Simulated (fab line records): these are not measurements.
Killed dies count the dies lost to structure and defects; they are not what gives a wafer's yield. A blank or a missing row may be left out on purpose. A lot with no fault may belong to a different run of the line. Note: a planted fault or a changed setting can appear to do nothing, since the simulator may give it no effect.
fab line records	flow sky130
[record] lots = 5	wafers = 15	lastDay = 49
route steps=708 shown CONTACT@427 METAL1@434 VIA1@458
lots that met no fault: from a run of the same line without faults
startH: hours from the record's opening day to when the first of the lot's shown wafers began	waitH: how many hours have passed since the lot's step before this one	" unchanged from the row above	L1.1+2: several wafers, shown together as one row	- no value, or no start was given	* or withheld: withheld	< > ~ a bound
route shown NAME@n: NAME is a module with steps in the file, n the number in the route of the first one	usual: mean and standard deviation over wafers with no fault	same: alike in all rows	chamber/n: place in a boat	sites: readings site by site	_std_site: standard deviation of those values	_edge_site: outer sites' mean less inner sites'	radiusMm: how far each site lies from the wafer's centre	mask NAME#n: copy n	behind: the last tool/chamber to shape the wafer	hold: the reason the lot was held/the length of the hold in hours/how it ended	device: which transistor (n, p or np) failed to switch	end of line: at the end of the route, the tests of the same wafers	step lacking rows: just its recipe	killed: not the wafer's yield, but the dies lost to structure and defects at the first sort	map: a wafer's dies, marking killed ones x, the rest . and places with no die _
set.NAME: the run value of the setting; set.NAME@STEP: its run value at that earlier step	model.NAME: the simulator's own value behind a step, which no gauge read
lots at selected steps of the route; one table per step, one row per wafer
services: the hour from which a tool's chamber was out of use, counted from the record's first day as startH (under 0 if before that day), plus the number of hours and why
[[steps]]
[step SKY_CONTACT_CLEAN_21]
[recipe] chemistry = IPA	timeS = 180	tempC = 25
lot.wafer	tool	chamber	startH	waitH
L078.3+4+5	wetBench-02	2	759.51	0.0
L084.1+3+4	wetBench-02	3	830.70	0.0
L090.2+5+6	wetBench-02	3	868.72	0.0
L091.1+3+4	wetBench-01	3	879.00	0.0
L095.3+4+6	wetBench-02	1	892.09	0.0
[step SKY_CONTACT_CLEAN_22]
[recipe] chemistry = O3/DIW	dry = n2Spin
lot.wafer	tool	chamber	startH	waitH
L078.3+4+5	wetBench-01	1	759.57	0.0
L084.1+3+4	wetBench-01	1	830.76	0.0
L090.2+5+6	wetBench-03	1	868.77	0.0
L091.1+3+4	wetBench-02	3	879.06	0.0
L095.3+4+6	wetBench-01	2	892.15	0.0
[step SKY_CONTACT_SPUTTER_23]
[recipe] material = TiN	targetThkNm = 20	chamberPressurePa = 5	powerW = 4000	timeS = 80
[usual] throttleValvePct = 29.6/0.87
lot.wafer	tool	chamber	startH	waitH	throttleValvePct
L078.3	pvdSputter-03	-	759.75	0.0	29.4
L078.4	"	-	"	"	30.3
L078.5	"	-	"	"	30.5
L084.1	pvdSputter-04	-	830.86	0.0	29.8
L084.3	"	-	"	"	30.6
L084.4	"	-	"	"	29.5
L090.2	pvdSputter-01	-	868.87	0.0	28.4
L090.5	"	-	"	"	29.3
L090.6	"	-	"	"	29.6
L091.1	pvdSputter-04	-	879.16	0.0	29.3
L091.3	"	-	"	"	30.0
L091.4	"	-	"	"	31.3
L095.3	pvdSputter-03	-	892.25	0.0	28.5
L095.4	"	-	"	"	30.0
L095.6	"	-	"	"	28.6
[step SKY_CONTACT_CVD_24]
[recipe] material = W	targetThkNm = 340	timeS = 102.12	tempC = 400	pressureTorr = 40
[usual] heaterPowerW = 842/47
lot.wafer	tool	chamber	startH	waitH	heaterPowerW
L078.3	cvdW-01	1	759.85	0.1	823
L078.4	"	0	"	"	909
L078.5	"	0	"	"	930
L084.1	cvdW-02	1	830.92	0.0	830
L084.3	"	1	"	"	828
L084.4	"	0	"	"	777
L090.2	cvdW-02	1	868.93	0.0	834
L090.5	"	0	"	"	802
L090.6	"	1	"	"	848
L091.1	cvdW-01	0	879.22	0.0	911
L091.3	"	1	"	"	835
L091.4	"	0	"	"	944
L095.3	cvdW-02	1	892.34	0.1	815
L095.4	"	0	"	"	802
L095.6	"	0	"	"	775
[step SKY_CONTACT_RS_MEAS_25]
[recipe] thkMeasGauge = four-point-probe	reads = W_of_CONTACT_CVD_24+TiN_of_CONTACT_SPUTTER_23
[usual] CONTACT_W_RS = 0.338/0.0031
lot.wafer	tool	chamber	startH	waitH	CONTACT_W_RS[ohm/sq]
L078.3	filmMetro-01	-	759.96	0.1	0.338
L078.4	"	-	"	"	0.341
L078.5	"	-	"	"	0.336
L084.1	filmMetro-02	-	831.03	0.1	0.336
L084.3	"	-	"	"	0.332
L084.4	"	-	"	"	0.339
L090.2	filmMetro-01	-	869.06	0.1	0.339
L090.5	"	-	"	"	0.339
L090.6	"	-	"	"	0.336
L091.1	filmMetro-02	-	879.33	0.1	0.343
L091.3	"	-	"	"	0.341
L091.4	"	-	"	"	0.338
L095.3	filmMetro-01	-	892.46	0.1	0.336
L095.4	"	-	"	"	0.343
L095.6	"	-	"	"	0.342
[step SKY_CONTACT_THK_MEAS_26]
[recipe] thkMeasGauge = xrf	reads = W_of_CONTACT_CVD_24
[usual] CONTACT_W_THK = 340/4.5
lot.wafer	tool	chamber	startH	waitH	CONTACT_W_THK[nm]
L078.3	filmMetro-01	-	760.06	0.1	344
L078.4	"	-	"	"	342
L078.5	"	-	"	"	344
L084.1	filmMetro-02	-	831.15	0.1	338
L084.3	"	-	"	"	342
L084.4	"	-	"	"	336
L090.2	filmMetro-01	-	869.17	0.1	344
L090.5	"	-	"	"	342
L090.6	"	-	"	"	347
L091.1	filmMetro-02	-	879.45	0.1	334
L091.3	"	-	"	"	336
L091.4	"	-	"	"	340
L095.3	filmMetro-01	-	892.56	0.1	348
L095.4	"	-	"	"	342
L095.6	"	-	"	"	344
[step SKY_CONTACT_CMP_27]
[recipe] stopOn = SiO2	tOverpolishS = 15	downForcePsi = 3.5	platenRpm = 60	targetThkNm = 0	padVelocityMS = 0.94248
[usual] headPressurePsi = 3.500/0.0075	motorCurrentA = 11.2/1.6	overpolishRunS = 15.000/0.009	timeToEndpointS = 81/3.3
lot.wafer	tool	chamber	startH	waitH	headPressurePsi	motorCurrentA	overpolishRunS	timeToEndpointS
L078.4	cmp-02	3	760.15	0.1	3.516	13.2	15.002	81
L078.3	"	1	"	"	3.520	10.9	14.999	75
L078.5	"	3	"	"	3.501	12.7	14.990	84
L084.4	cmp-01	2	831.26	0.1	3.500	11.3	15.001	77
L084.1	"	3	"	"	3.495	8.9	15.000	81
L084.3	"	0	"	"	3.502	10.2	14.993	83
L090.2	cmp-01	2	869.32	0.1	3.488	10.8	14.991	77
L090.5	"	0	"	"	3.504	10.6	15.009	78
L090.6	"	1	"	"	3.501	13.0	14.995	77
L091.4	cmp-01	1	879.75	0.3	3.507	13.9	15.010	76
L091.1	"	2	"	"	3.505	11.1	14.980	78
L091.3	"	3	"	"	3.492	9.1	15.003	80
L095.4	cmp-01	3	892.60	0.0	3.491	9.5	15.005	78
L095.3	"	0	"	"	3.507	10.3	14.981	85
L095.6	"	0	"	"	3.500	11.2	15.002	85
[step SKY_METAL1_SPUTTER_00]
[recipe] material = Ti	targetThkNm = 15	powerW = 3000	timeS = 10	chamberPressurePa = 0.4
[usual] throttleValvePct = 29.6/1.1
lot.wafer	tool	chamber	startH	waitH	throttleValvePct
L078.3	pvdSputter-01	-	760.40	0.1	27.8
L078.4	"	-	"	"	29.5
L078.5	"	-	"	"	29.3
L084.1	pvdSputter-03	-	831.51	0.1	28.9
L084.3	"	-	"	"	30.3
L084.4	"	-	"	"	30.4
L090.2	pvdSputter-03	-	869.52	0.1	30.6
L090.5	"	-	"	"	29.5
L090.6	"	-	"	"	28.5
L091.1	pvdSputter-02	-	880.00	0.1	31.5
L091.3	"	-	"	"	32.0
L091.4	"	-	"	"	29.8
L095.3	pvdSputter-01	-	892.90	0.2	28.6
L095.4	"	-	"	"	28.0
L095.6	"	-	"	"	27.9
[step SKY_METAL1_SPUTTER_01]
[recipe] material = TiN	targetThkNm = 20	powerW = 6500	timeS = 16.7	chamberPressurePa = 0.4
[usual] throttleValvePct = 29.6/1.1
lot.wafer	tool	chamber	startH	waitH	throttleValvePct
L078.3	pvdSputter-01	-	760.42	0.0	28.2
L078.4	"	-	"	"	29.2
L078.5	"	-	"	"	29.5
L084.1	pvdSputter-03	-	831.53	0.0	28.7
L084.3	"	-	"	"	30.1
L084.4	"	-	"	"	30.6
L090.2	pvdSputter-03	-	869.54	0.0	30.5
L090.5	"	-	"	"	29.4
L090.6	"	-	"	"	28.7
L091.1	pvdSputter-02	-	880.02	0.0	31.0
L091.3	"	-	"	"	31.9
L091.4	"	-	"	"	30.0
L095.3	pvdSputter-01	-	892.92	0.0	28.4
L095.4	"	-	"	"	28.0
L095.6	"	-	"	"	28.5
[step SKY_METAL1_SPUTTER_02]
[recipe] material = AlCu	targetThkNm = 250	powerW = 10600	timeS = 13.3	chamberPressurePa = 0.4
[usual] throttleValvePct = 29.6/1.1
lot.wafer	tool	chamber	startH	waitH	throttleValvePct
L078.3	pvdSputter-01	-	760.45	0.0	28.2
L078.4	"	-	"	"	29.3
L078.5	"	-	"	"	29.5
L084.1	pvdSputter-03	-	831.55	0.0	28.5
L084.3	"	-	"	"	30.1
L084.4	"	-	"	"	30.8
L090.2	pvdSputter-03	-	869.57	0.0	30.7
L090.5	"	-	"	"	29.2
L090.6	"	-	"	"	28.4
L091.1	pvdSputter-02	-	880.05	0.0	31.3
L091.3	"	-	"	"	32.1
L091.4	"	-	"	"	29.6
L095.3	pvdSputter-01	-	892.94	0.0	28.6
L095.4	"	-	"	"	27.9
L095.6	"	-	"	"	28.2
[step SKY_METAL1_SPUTTER_03]
[recipe] material = Ti	targetThkNm = 5	powerW = 3000	timeS = 3.3	chamberPressurePa = 0.4
[usual] throttleValvePct = 29.6/1
lot.wafer	tool	chamber	startH	waitH	throttleValvePct
L078.3	pvdSputter-01	-	760.47	0.0	27.9
L078.4	"	-	"	"	29.3
L078.5	"	-	"	"	29.5
L084.1	pvdSputter-03	-	831.58	0.0	28.5
L084.3	"	-	"	"	29.9
L084.4	"	-	"	"	30.7
L090.2	pvdSputter-03	-	869.59	0.0	30.7
L090.5	"	-	"	"	29.5
L090.6	"	-	"	"	28.3
L091.1	pvdSputter-02	-	880.07	0.0	31.1
L091.3	"	-	"	"	31.9
L091.4	"	-	"	"	29.5
L095.3	pvdSputter-01	-	892.97	0.0	28.5
L095.4	"	-	"	"	28.0
L095.6	"	-	"	"	28.1
[step SKY_METAL1_SPUTTER_04]
[recipe] material = TiN	targetThkNm = 70	powerW = 6500	timeS = 58.3	chamberPressurePa = 0.4
[usual] throttleValvePct = 29.6/1
lot.wafer	tool	chamber	startH	waitH	throttleValvePct
L078.3	pvdSputter-01	-	760.49	0.0	28.1
L078.4	"	-	"	"	29.2
L078.5	"	-	"	"	29.5
L084.1	pvdSputter-03	-	831.60	0.0	28.4
L084.3	"	-	"	"	30.1
L084.4	"	-	"	"	30.2
L090.2	pvdSputter-03	-	869.61	0.0	30.4
L090.5	"	-	"	"	29.2
L090.6	"	-	"	"	28.5
L091.1	pvdSputter-02	-	880.09	0.0	31.3
L091.3	"	-	"	"	31.9
L091.4	"	-	"	"	29.9
L095.3	pvdSputter-01	-	892.99	0.0	28.8
L095.4	"	-	"	"	28.1
L095.6	"	-	"	"	27.9
[step SKY_METAL1_RS_MEAS_05]
[recipe] thkMeasGauge = four-point-probe	reads = TiN_of_METAL1_SPUTTER_04+Ti_of_METAL1_SPUTTER_03+AlCu_of_METAL1_SPUTTER_02+TiN_of_METAL1_SPUTTER_01+Ti_of_METAL1_SPUTTER_00
[usual] METAL1_ALCU_RS = 0.1272/0.0018
lot.wafer	tool	chamber	startH	waitH	METAL1_ALCU_RS[ohm/sq]
L078.3	filmMetro-01	-	760.58	0.1	0.1281
L078.4	"	-	"	"	0.1268
L078.5	"	-	"	"	0.1297
L084.1	filmMetro-02	-	831.65	0.0	0.1293
L084.3	"	-	"	"	0.1304
L084.4	"	-	"	"	0.1268
L090.2	filmMetro-01	-	869.68	0.0	0.1249
L090.5	"	-	"	"	0.1265
L090.6	"	-	"	"	0.1271
L091.1	filmMetro-01	-	880.14	0.0	0.1293
L091.3	"	-	"	"	0.1281
L091.4	"	-	"	"	0.1278
L095.3	filmMetro-01	-	893.08	0.1	0.1284
L095.4	"	-	"	"	0.1281
L095.6	"	-	"	"	0.1270
[step SKY_METAL1_THK_MEAS_06]
[recipe] thkMeasGauge = xrf	reads = AlCu_of_METAL1_SPUTTER_02
[usual] METAL1_ALCU_THK = 248/3.9
lot.wafer	tool	chamber	startH	waitH	METAL1_ALCU_THK[nm]
L078.3	filmMetro-01	-	760.68	0.1	246
L078.4	"	-	"	"	246
L078.5	"	-	"	"	242
L084.1	filmMetro-02	-	831.77	0.1	245
L084.3	"	-	"	"	241
L084.4	"	-	"	"	249
L090.2	filmMetro-01	-	869.79	0.1	251
L090.5	"	-	"	"	246
L090.6	"	-	"	"	248
L091.1	filmMetro-01	-	880.26	0.1	244
L091.3	"	-	"	"	246
L091.4	"	-	"	"	245
L095.3	filmMetro-01	-	893.18	0.1	245
L095.4	"	-	"	"	245
L095.6	"	-	"	"	248
[step SKY_METAL1_DEHYDRATE_07]
[recipe] tempC = 200	timeS = 60
lot.wafer	tool	chamber	startH	waitH
L078.3+4+5	lithoTrack-04	0	773.10	12.4
L084.1+3+4	lithoTrack-01	0	844.42	12.6
L090.2+5+6	lithoTrack-02	0	881.76	12.0
L091.1+3+4	lithoTrack-04	0	892.25	12.0
L095.3+4+6	lithoTrack-01	0	905.37	12.2
[step SKY_METAL1_HMDS_08]
[recipe] primeTimeS = 60	primeTempC = 120
lot.wafer	tool	chamber	startH	waitH
L078.3+4+5	lithoTrack-04	0	773.25	0.1
L084.1+3+4	lithoTrack-01	0	844.57	0.1
L090.2+5+6	lithoTrack-02	0	881.91	0.1
L091.1+3+4	lithoTrack-04	0	892.40	0.1
L095.3+4+6	lithoTrack-01	0	905.52	0.1
[step SKY_METAL1_COAT_09]
[recipe] resist = BARC	tempC = withheld	timeS = withheld	spinRpm = 3000	resistThkNm = 60
[usual] spinSpeedRpm = 2999.8/2.1
lot.wafer	tool	chamber	startH	waitH	spinSpeedRpm
L078.3	lithoTrack-04	0	773.40	0.1	2998.6
L078.4	"	0	"	"	3000.4
L078.5	"	0	"	"	3000.7
L084.1	lithoTrack-01	0	844.72	0.1	2998.7
L084.3	"	0	"	"	3000.8
L084.4	"	0	"	"	2998.8
L090.2	lithoTrack-02	0	882.06	0.1	3000.1
L090.5	"	0	"	"	2998.6
L090.6	"	0	"	"	2997.0
L091.1	lithoTrack-04	0	892.55	0.1	2999.5
L091.3	"	0	"	"	2998.7
L091.4	"	0	"	"	2996.5
L095.3	lithoTrack-01	0	905.67	0.1	3000.4
L095.4	"	0	"	"	2998.3
L095.6	"	0	"	"	3005.1
[step SKY_METAL1_COAT_10]
[recipe] resist = KrF-thick	spinRpm = 3000	resistThkNm = 450
[usual] spinSpeedRpm = 3000.7/2.1
lot.wafer	tool	chamber	startH	waitH	spinSpeedRpm
L078.3	lithoTrack-04	0	-	-	3001.1
L078.4	"	0	"	"	3000.4
L078.5	"	0	"	"	2999.6
L084.1	lithoTrack-01	0	-	-	3000.2
L084.3	"	0	"	"	2996.7
L084.4	"	0	"	"	3004.7
L090.2	lithoTrack-02	0	-	-	2998.4
L090.5	"	0	"	"	3005.1
L090.6	"	0	"	"	3002.1
L091.1	lithoTrack-04	0	-	-	3003.9
L091.3	"	0	"	"	3001.6
L091.4	"	0	"	"	3003.7
L095.3	lithoTrack-01	0	-	-	2997.5
L095.4	"	0	"	"	3001.6
L095.6	"	0	"	"	3000.7
[step SKY_METAL1_SOFTBAKE_11]
[recipe] tempC = 100	timeS = 90	resist = KrF-thick
lot.wafer	tool	chamber	startH	waitH
L078.3+4+5	lithoTrack-04	0	-	-
L084.1+3+4	lithoTrack-01	0	-	-
L090.2+5+6	lithoTrack-02	0	-	-
L091.1+3+4	lithoTrack-04	0	-	-
L095.3+4+6	lithoTrack-01	0	-	-
[step SKY_METAL1_EXPOSE_12]
[recipe] maskId = MM1	na = 0.8	sourceShape = annular	sigmaInner = 0.55	sigmaOuter = 0.85	targetCdNm = 140	doseMj = 28
[same] sigmaInner = 0.55
lot.wafer	tool	chamber	startH	waitH	mask
L078.3+4+5	krfScanner-01	0	-	-	MM1#0
L084.1+3+4	krfScanner-02	0	-	-	MM1#0
L090.2+5+6	krfScanner-02	0	-	-	MM1#0
L091.1+3+4	krfScanner-01	0	-	-	MM1#0
L095.3+4+6	krfScanner-01	0	-	-	MM1#0
[step SKY_METAL1_PEB_13]
[recipe] pebTempC = withheld	pebTimeS = withheld	resist = KrF-thick
lot.wafer	tool	chamber	startH	waitH
L078.3+4+5	lithoTrack-02	0	-	-
L084.1+3+4	lithoTrack-01	0	-	-
L090.2+5+6	lithoTrack-04	0	-	-
L091.1+3+4	lithoTrack-04	0	-	-
L095.3+4+6	lithoTrack-02	0	-	-
[step SKY_METAL1_DEVELOP_14]
[recipe] developTimeS = 60	resist = KrF-thick	devTempC = 21
lot.wafer	tool	chamber	startH	waitH
L078.3+4+5	lithoTrack-02	0	-	-
L084.1+3+4	lithoTrack-01	0	-	-
L090.2+5+6	lithoTrack-04	0	-	-
L091.1+3+4	lithoTrack-04	0	-	-
L095.3+4+6	lithoTrack-02	0	-	-
[step SKY_METAL1_CD_MEAS_15]
[recipe] targetCdNm = 140
[usual] cdNm = 139.9/1.8
lot.wafer	tool	chamber	startH	waitH	cdNm
L078.3	cdSem-01	-	786.73	-	139.8
L078.4	"	-	"	"	140.0
L078.5	"	-	"	"	138.9
L084.1	cdSem-02	-	857.97	-	141.8
L084.3	"	-	"	"	141.6
L084.4	"	-	"	"	141.8
L090.2	cdSem-02	-	895.62	-	140.7
L090.5	"	-	"	"	141.3
L090.6	"	-	"	"	140.8
L091.1	cdSem-01	-	905.45	-	142.2
L091.3	"	-	"	"	141.7
L091.4	"	-	"	"	141.7
L095.3	cdSem-01	-	918.48	-	138.3
L095.4	"	-	"	"	139.2
L095.6	"	-	"	"	140.1
[step SKY_METAL1_OVL_MEAS_16]
[usual] METAL1_OVL = -1/5.2
lot.wafer	tool	chamber	startH	waitH	METAL1_OVL[nm]
L078.3	overlay-01	-	786.82	0.1	-9
L078.4	"	-	"	"	1
L078.5	"	-	"	"	-8
L084.1	overlay-02	-	858.09	0.1	-10
L084.3	"	-	"	"	-5
L084.4	"	-	"	"	2
L090.2	overlay-02	-	895.72	0.1	5
L090.5	"	-	"	"	0
L090.6	"	-	"	"	-3
L091.1	overlay-02	-	905.57	0.1	-2
L091.3	"	-	"	"	7
L091.4	"	-	"	"	-6
L095.3	overlay-01	-	918.57	0.1	9
L095.4	"	-	"	"	3
L095.6	"	-	"	"	10
[step SKY_METAL1_DESCUM_17]
[recipe] chemistry = O2	sourcePowerW = 150	biasPowerW = 0	pressureMtorr = 10	tempC = 40	timeS = 8
[usual] drypumpMotorCurrentA = 5.82/0.25	oesProductAu = 1.000/0.011
[same] biasPowerW = 0
lot.wafer	tool	chamber	startH	waitH	drypumpMotorCurrentA	oesProductAu	rfHoursCounterH
L078.3	rieMetal-03	0	786.85	0.0	5.79	0.998	-
L078.4	"	1	"	"	5.71	1.006	-
L078.5	"	0	"	"	5.79	0.995	-
L084.1	rieMetal-04	0	858.12	0.0	6.18	1.004	7
L084.3	"	0	"	"	6.16	1.001	-
L084.4	"	1	"	"	5.37	0.990	-
L090.2	rieMetal-03	0	895.76	0.0	5.74	0.995	-
L090.5	"	0	"	"	5.78	0.993	-
L090.6	"	0	"	"	5.74	0.993	-
L091.1	rieMetal-04	1	905.60	0.0	5.33	0.981	17
L091.3	"	0	"	"	6.18	1.012	-
L091.4	"	1	"	"	5.33	0.975	-
L095.3	rieMetal-03	1	918.61	0.0	5.70	0.999	-
L095.4	"	1	"	"	5.69	0.998	-
L095.6	"	1	"	"	5.70	0.992	-
[step SKY_METAL1_ETCH_18]
[recipe] chemistry = N2/H2	target = BARC	ionEnergyEv = 200	biasW = 100	pressureMtorr = 30	n2FlowSccm = 100	h2FlowSccm = 200	icpW = 500	stopOn = SiO2	timeS = 45.9	targetDepthA = 600
[usual] drypumpMotorCurrentA = 5.83/0.26	h2FlowSccm = 200.1/0.63	oesProductAu = 0.855/0.0045	throttleValvePct = 13.225/0.0089
lot.wafer	tool	chamber	startH	waitH	drypumpMotorCurrentA	h2FlowSccm	oesProductAu	rfHoursCounterH	throttleValvePct
L078.3	rieMetal-03	0	786.89	0.0	5.76	198.9	0.855	-	13.230
L078.4	"	1	"	"	5.70	201.6	0.850	-	13.238
L078.5	"	0	"	"	5.76	200.0	0.853	-	13.220
L084.1	rieMetal-04	0	858.15	0.0	6.17	199.5	0.857	7	13.241
L084.3	"	0	"	"	6.14	200.2	0.849	-	13.212
L084.4	"	1	"	"	5.35	200.7	0.845	-	13.220
L090.2	rieMetal-03	0	895.84	0.1	5.77	199.6	0.854	-	13.227
L090.5	"	0	"	"	5.78	199.3	0.859	-	13.245
L090.6	"	0	"	"	5.79	199.6	0.856	-	13.217
L091.1	rieMetal-04	1	905.64	0.0	5.35	199.1	0.854	17	13.226
L091.3	"	0	"	"	6.18	200.2	0.851	-	13.222
L091.4	"	1	"	"	5.33	199.4	0.858	-	13.238
L095.3	rieMetal-03	1	918.70	0.1	5.73	200.2	0.843	-	13.224
L095.4	"	1	"	"	5.72	200.7	0.856	-	13.220
L095.6	"	1	"	"	5.73	201.2	0.856	-	13.216
[step SKY_METAL1_METAL_ETCH_19]
[recipe] targetDepthA = 3600	stopOn = SiO2	overEtchFrac = 0.3	timeS = 78	chemistry = Cl2/BCl3	resistSidewallDeg = 88	pressureMtorr = 10	icpW = 900	biasW = 48.5	Cl2_flow_sccm = 60	bcl3FlowSccm = 30
[usual] bcl3FlowSccm = 30.01/0.079	drypumpMotorCurrentA = 5.83/0.26	oesProductAu = 0.853/0.0064	throttleValvePct = 22.265/0.0078
lot.wafer	tool	chamber	startH	waitH	bcl3FlowSccm	drypumpMotorCurrentA	oesProductAu	rfHoursCounterH	throttleValvePct
L078.3	rieMetal-03	0	786.97	0.1	30.11	5.79	0.850	-	22.269
L078.4	"	1	"	"	30.09	5.72	0.846	-	22.246
L078.5	"	0	"	"	29.96	5.76	0.851	-	22.267
L084.1	rieMetal-04	0	858.22	0.0	30.08	6.16	0.846	7	22.269
L084.3	"	0	"	"	30.12	6.18	0.838	-	22.278
L084.4	"	1	"	"	29.98	5.33	0.848	-	22.253
L090.2	rieMetal-03	0	895.97	0.1	29.89	5.75	0.865	-	22.267
L090.5	"	0	"	"	30.04	5.73	0.854	-	22.267
L090.6	"	0	"	"	30.04	5.75	0.853	-	22.264
L091.1	rieMetal-04	1	905.70	0.0	29.97	5.35	0.846	17	22.277
L091.3	"	0	"	"	30.03	6.18	0.854	-	22.270
L091.4	"	1	"	"	29.87	5.35	0.846	-	22.258
L095.3	rieMetal-03	1	918.84	0.1	29.94	5.70	0.842	-	22.253
L095.4	"	1	"	"	29.99	5.70	0.852	-	22.263
L095.6	"	1	"	"	29.92	5.72	0.856	-	22.266
[step SKY_METAL1_STRIP_20]
[recipe] chemistry = O2/N2	powerW = 1400	pressureMtorr = 1500	platenTempC = withheld	o2FlowSccm = 3000	n2FlowSccm = 300	overashFraction = 0.5
[usual] drypumpMotorCurrentA = 5.6/0.36	o2FlowSccm = 3001/9	oesProductAu = 0.343/0.005	stripTimeToEndpointS = 2.69/0.055
lot.wafer	tool	chamber	startH	waitH	drypumpMotorCurrentA	o2FlowSccm	oesProductAu	rfHoursCounterH	stripTimeToEndpointS
L078.3	plasmaAsher-02	0	787.06	0.1	5.7	2990	0.339	-	2.69
L078.4	"	1	"	"	5.4	3008	0.339	-	2.62
L078.5	"	0	"	"	5.7	2991	0.345	-	2.68
L084.1	plasmaAsher-02	1	858.31	0.1	5.4	3009	0.339	49	2.66
L084.3	"	1	"	"	5.4	3012	0.347	-	2.64
L084.4	"	0	"	"	5.7	3006	0.345	-	2.76
L090.2	plasmaAsher-04	0	896.12	0.1	6.3	2998	0.349	14	2.76
L090.5	"	0	"	"	6.2	2993	0.346	-	2.73
L090.6	"	1	"	"	5.0	2999	0.348	-	2.75
L091.1	plasmaAsher-02	0	905.79	0.1	5.6	3005	0.343	54	2.80
L091.3	"	1	"	"	5.4	2991	0.346	-	2.65
L091.4	"	0	"	"	5.7	3016	0.347	-	2.81
L095.3	plasmaAsher-01	1	919.00	0.1	5.7	3000	0.345	-	2.72
L095.4	"	0	"	"	5.3	2995	0.339	-	2.69
L095.6	"	0	"	"	5.4	2998	0.346	-	2.75
[step SKY_METAL1_STRIP_21]
[recipe] chemistry = postEtchResidueRemover	timeS = 1200	tempC = 72.5
lot.wafer	tool	chamber	startH	waitH
L078.3+4+5	wetBench-01	3	787.13	0.0
L084.1+3+4	wetBench-01	1	858.41	0.1
L090.2+5+6	wetBench-04	0	896.22	0.1
L091.1+3+4	wetBench-04	2	905.89	0.1
L095.3+4+6	wetBench-04	1	919.06	0.0
[step SKY_METAL1_CLEAN_22]
[recipe] chemistry = IPA	timeS = 180	tempC = 25
lot.wafer	tool	chamber	startH	waitH
L078.3+4+5	wetBench-02	0	787.47	0.0
L084.1+3+4	wetBench-02	0	858.78	0.0
L090.2+5+6	wetBench-02	0	896.60	0.0
L091.1+3+4	wetBench-02	2	906.26	0.0
L095.3+4+6	wetBench-01	0	919.43	0.0
[step SKY_METAL1_CLEAN_23]
[recipe] chemistry = O3/DIW	dry = n2Spin
lot.wafer	tool	chamber	startH	waitH
L078.3+4+5	wetBench-01	2	787.53	0.0
L084.1+3+4	wetBench-04	0	858.84	0.0
L090.2+5+6	wetBench-01	0	896.66	0.0
L091.1+3+4	wetBench-01	2	906.32	0.0
L095.3+4+6	wetBench-04	2	919.49	0.0
[step SKY_VIA1_HDPCVD_00]
[recipe] material = SiO2	targetThkNm = 1030	sigmaOpenFrac = 0.3	timeS = 171.7	tempC = 400	sih4FlowSccm = 60	pressureMtorr = 6
[usual] sih4FlowSccm = 60.01/0.19
lot.wafer	tool	chamber	startH	waitH	sih4FlowSccm
L078.3	hdpcvd-01	0	787.62	0.0	59.96
L078.4	"	2	"	"	60.39
L078.5	"	1	"	"	59.90
L084.1	hdpcvd-02	1	858.93	0.0	59.88
L084.3	"	2	"	"	60.27
L084.4	"	0	"	"	60.05
L090.2	hdpcvd-02	2	896.75	0.0	60.12
L090.5	"	0	"	"	60.05
L090.6	"	1	"	"	60.13
L091.1	hdpcvd-02	2	906.41	0.0	59.92
L091.3	"	0	"	"	60.15
L091.4	"	0	"	"	59.75
L095.3	hdpcvd-01	1	919.59	0.0	60.01
L095.4	"	1	"	"	59.95
L095.6	"	2	"	"	60.01
[step SKY_VIA1_THK_MEAS_01]
[recipe] reads = SiO2_of_VIA1_HDPCVD_00
[usual] VIA1_HDPCVD_THK = 1023/10
lot.wafer	tool	chamber	startH	waitH	VIA1_HDPCVD_THK[nm]
L078.3	filmMetro-01	-	787.75	0.1	1035
L078.4	"	-	"	"	1033
L078.5	"	-	"	"	1025
L084.1	filmMetro-03	-	859.04	0.1	1010
L084.3	"	-	"	"	1012
L084.4	"	-	"	"	1032
L090.2	filmMetro-03	-	896.87	0.1	1028
L090.5	"	-	"	"	1026
L090.6	"	-	"	"	1022
L091.1	filmMetro-01	-	906.52	0.1	1031
L091.3	"	-	"	"	1043
L091.4	"	-	"	"	1036
L095.3	filmMetro-01	-	919.73	0.1	1043
L095.4	"	-	"	"	1040
L095.6	"	-	"	"	1029
[step SKY_VIA1_CMP_02]
[recipe] material = SiO2	downForcePsi = 4	platenRpm = 60	padVelocityMS = 0.94248
[usual] headPressurePsi = 4.001/0.0085	motorCurrentA = 12.1/1.5
lot.wafer	tool	chamber	startH	waitH	headPressurePsi	motorCurrentA
L078.3	cmp-01	2	787.79	0.0	3.992	12.7
L078.4	"	0	"	"	4.004	11.9
L078.5	"	2	"	"	3.990	12.1
L084.1	cmp-02	0	859.15	0.1	4.012	11.4
L084.3	"	1	"	"	4.003	11.9
L084.4	"	2	"	"	4.018	10.9
L090.2	cmp-02	2	896.97	0.1	4.015	10.8
L090.6	"	1	"	"	4.006	12.3
L090.5	"	2	"	"	3.998	9.8
L091.3	cmp-02	3	906.67	0.1	4.001	14.0
L091.1	"	1	"	"	3.988	12.2
L091.4	"	2	"	"	4.004	9.8
L095.3	cmp-02	2	920.05	0.3	4.009	10.7
L095.4	"	0	"	"	4.002	11.2
L095.6	"	1	"	"	3.997	12.7
[step SKY_VIA1_BOW_MEAS_03]
[recipe] mode = bow
[usual] VIA1_BOW = 80/7.4
lot.wafer	tool	chamber	startH	waitH	VIA1_BOW[um]
L078.3	filmMetro-03	-	788.13	0.3	79
L078.4	"	-	"	"	94
L078.5	"	-	"	"	79
L084.1	filmMetro-03	-	859.40	0.2	81
L084.3	"	-	"	"	80
L084.4	"	-	"	"	85
L090.2	filmMetro-03	-	897.24	0.2	94
L090.5	"	-	"	"	81
L090.6	"	-	"	"	88
L091.1	filmMetro-04	-	906.97	0.1	90
L091.3	"	-	"	"	81
L091.4	"	-	"	"	86
L095.3	filmMetro-01	-	920.34	0.2	76
L095.4	"	-	"	"	87
L095.6	"	-	"	"	76
[[services]]
tool	chamber	startH	hours	kind
krfScanner-01	-	737.50	0.8	pm
cmp-02	-	744.27	4.0	pm
rieMetal-03	1	751.98	2.3	repair
cmp-02	-	753.43	2.0	repair
cmp-01	-	760.51	0.6	repair
plasmaAsher-02	-	772.92	1.0	repair
rieMetal-03	1	779.25	5.1	repair
cmp-02	-	782.05	0.6	repair
hdpcvd-02	-	806.88	28.1	pm
plasmaAsher-02	-	811.07	3.2	repair
cvdW-02	-	813.07	2.8	pm
cmp-01	-	819.08	1.6	repair
cmp-02	-	822.32	3.2	repair
rieMetal-03	1	825.27	60.9	repair
cmp-02	-	830.70	1.4	repair
wetBench-04	-	831.01	3.2	repair
krfScanner-01	-	831.84	1.0	pm
pvdSputter-02	-	831.94	8.7	repair
cmp-01	-	849.23	5.6	pm
cmp-02	-	870.33	1.5	repair
cmp-02	-	876.05	4.5	pm
cmp-02	-	890.41	1.5	repair
wetBench-01	-	900.35	1.9	pm
cmp-01	-	911.05	9.3	pm
[[key]]
fault none
